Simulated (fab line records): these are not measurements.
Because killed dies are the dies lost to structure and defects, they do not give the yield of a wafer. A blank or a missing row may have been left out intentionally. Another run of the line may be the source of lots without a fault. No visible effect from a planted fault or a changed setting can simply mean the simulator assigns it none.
Which tool did it? + flow sky130 + 6 lots with 18 wafers sampled at 4 steps, on a route of 708 steps

## WHAT EACH GAUGE READ, for each wafer
SKY_LI_CONTACT_RS_MEAS_22: a four-point-probe measurement.
| lot  | measured     | on           | LI_CONTACT_W_RS (ohm/sq) |
|------|--------------|--------------|--------------------------|
| L999 | day 29 10:39 | filmMetro-03 | 0.286 0.289 0.284        |
| L108 | day 32 09:34 | filmMetro-03 | 0.275 0.287 0.277        |
| L111 | day 33 17:06 | filmMetro-01 | 0.283 0.283 0.285        |
| L116 | day 35 04:38 | filmMetro-03 | 0.285 0.286 0.282        |
| L119 | day 36 14:11 | filmMetro-01 | 0.289 0.283 0.287        |
| L121 | day 36 15:29 | filmMetro-04 | 0.275 0.277 0.293        |

## TOOL THAT RAN EACH LOT (tool first, then ch and the chambers of the sampled wafers, then the start)
| lot  | SKY_VT_ADJUST_HVTP_STRIP_10         | SKY_SONOS_ONO_SOFTBAKE_09        | SKY_SPACER_ETCHBACK_02            |
|------|-------------------------------------|----------------------------------|-----------------------------------|
| L999 | plasmaAsher-03 ch 0,1, day 6 09:37  | lithoTrack-02 ch 0, day 12 11:50 | rieDiel-01 ch 0,1,3, day 23 05:19 |
| L108 | plasmaAsher-04 ch 0,1, day 8 14:22  | lithoTrack-03 ch 0, day 15 09:14 | rieDiel-02 ch 1,2,3, day 26 10:20 |
| L111 | plasmaAsher-04 ch 0,1, day 9 13:48  | lithoTrack-03 ch 0, day 16 16:14 | rieDiel-02 ch 1,2, day 27 18:26   |
| L116 | plasmaAsher-01 ch 0,1, day 10 20:29 | lithoTrack-02 ch 0, day 18 08:26 | rieDiel-03 ch 0,2,3, day 29 09:12 |
| L119 | plasmaAsher-01 ch 0,1, day 11 17:50 | lithoTrack-02 ch 0, day 19 09:50 | rieDiel-03 ch 0,3, day 30 21:42   |
| L121 | plasmaAsher-03 ch 0,1, day 12 03:56 | lithoTrack-02 ch 0, day 19 21:34 | rieDiel-01 ch 0,1,2, day 30 23:46 |
- SKY_VT_ADJUST_HVTP_STRIP_10: strips in O2/N2.
- SKY_SONOS_ONO_SOFTBAKE_09: time 60 s.
- SKY_SPACER_ETCHBACK_02: etches Si3N4 in CH3F/O2, stops on SiO2, time 46.7 s, target depth 45 nm.

## THE ANSWER, worked out from the rows above alone
Rule: the lots themselves supply what counts as usual. The widest of any qualifying gaps counts: lots, ordered by their means at a reading, are off when they make up no more than a third of the lots, leave a main group of 4 or more, and stand apart from it by 3 or more times the standard deviation of that group's means. The tables above print the reading to a certain number of digits; a main group whose means all agree to those digits is not used. Also off: a lot with no number at a reading for which 4 or more lots have one. Any other lot the step has rows for is counted as sound.
Nothing can be told from this: no lot is off at any reading shown.

## WHAT THE SIMULATOR HAD INSERTED
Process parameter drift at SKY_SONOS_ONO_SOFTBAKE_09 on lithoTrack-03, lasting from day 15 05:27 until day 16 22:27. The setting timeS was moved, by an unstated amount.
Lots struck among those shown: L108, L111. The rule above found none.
